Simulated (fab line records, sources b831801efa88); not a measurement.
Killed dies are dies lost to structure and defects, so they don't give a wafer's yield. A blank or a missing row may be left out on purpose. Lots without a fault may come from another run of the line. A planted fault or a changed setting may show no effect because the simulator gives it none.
Problem report in the 8D (eight disciplines) form, filled by code | flow sky130 | the parts of the form that need people (team, actions taken, sign-off) are left out

1. THE PROBLEM
bias_w at SKY_LI_CONTACT_ETCH_15 reads a mean of 1072 W on 6 wafers of 2 lots; wafers without a fault read 1200 W with a standard deviation of 3. That is -42 standard deviations from the usual mean.
The step: etches PSG in C4F8/O2/Ar, stops on Si, target depth 600 nm.
First seen on wafer L331.1, day 31 21:41, on rie_diel-02. The record holds 36 wafers of 12 lots with a number at this step. Rule for "out", or "out of limits": more than 4 standard deviations from the usual mean. The other wafers with a number count as sound.

2. WHAT IT IS AND WHAT IT IS NOT
question                    | is                     | is not
which readings at this step | bias_w                 | oes_product_au
which lots                  | L331, L334             | L323, L325, L327, L328, L335, L341, L342, L343, L345, L346
which wafers of those lots  | all that have a number | -
read on which tools         | rie_diel-02            | rie_diel-01, rie_diel-04
when                        | from day 31 21:41      | up to then (12 sound wafers); but 18 sound wafers of L335, L341, L342, L343, L345, L346 came after

3. SUSPECTS, AND WHAT RULES EACH OUT
Counting: a tool at a process step up to the reading stays a suspect if it ran every lot that is out and no sound lot after the first of them.
- rie_diel-02 at SKY_LI_CONTACT_ETCH_15 (etches PSG in C4F8/O2/Ar, stops on Si, target depth 600 nm): ruled out as a lasting fault. Sound lots L346 ran on it after its first lot that is out, L331 (day 31 21:41).
Left after counting: nothing in the record.

4. THE CAUSE (what the simulator had put in)
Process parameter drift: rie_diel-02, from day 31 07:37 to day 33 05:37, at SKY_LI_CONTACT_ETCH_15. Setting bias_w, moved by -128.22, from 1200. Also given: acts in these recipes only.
Counting ruled it out, wrongly.

5. THE CHAIN OF EFFECTS, in route order
Each row: a reading whose mean over the struck wafers that have a number lies more than 3 standard deviations from the usual. Only readings for which the record gives a usual standard deviation are gone through. hours: the time from each lot's start at the first step in this table that gives one to its start at this step, as a median over the lots. sigmas: the change in usual standard deviations.
hours | step                   | reading | usual  | on struck wafers | change | sigmas
0     | SKY_LI_CONTACT_ETCH_15 | bias_w  | 1200 W | 1072             | -128   | -42
The process steps in it:
- SKY_LI_CONTACT_ETCH_15: etches PSG in C4F8/O2/Ar, stops on Si, target depth 600 nm.
Later measuring or inspecting steps at which every struck wafer that the step has a row for has a number for every such reading, and none has moved that far: SKY_CONTACT_THK_MEAS_01.

6. WHAT WOULD HAVE CAUGHT IT SOONER
In this record the first reading out of limits was taken at day 31 21:41, 14 hours after the fault began at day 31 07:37.
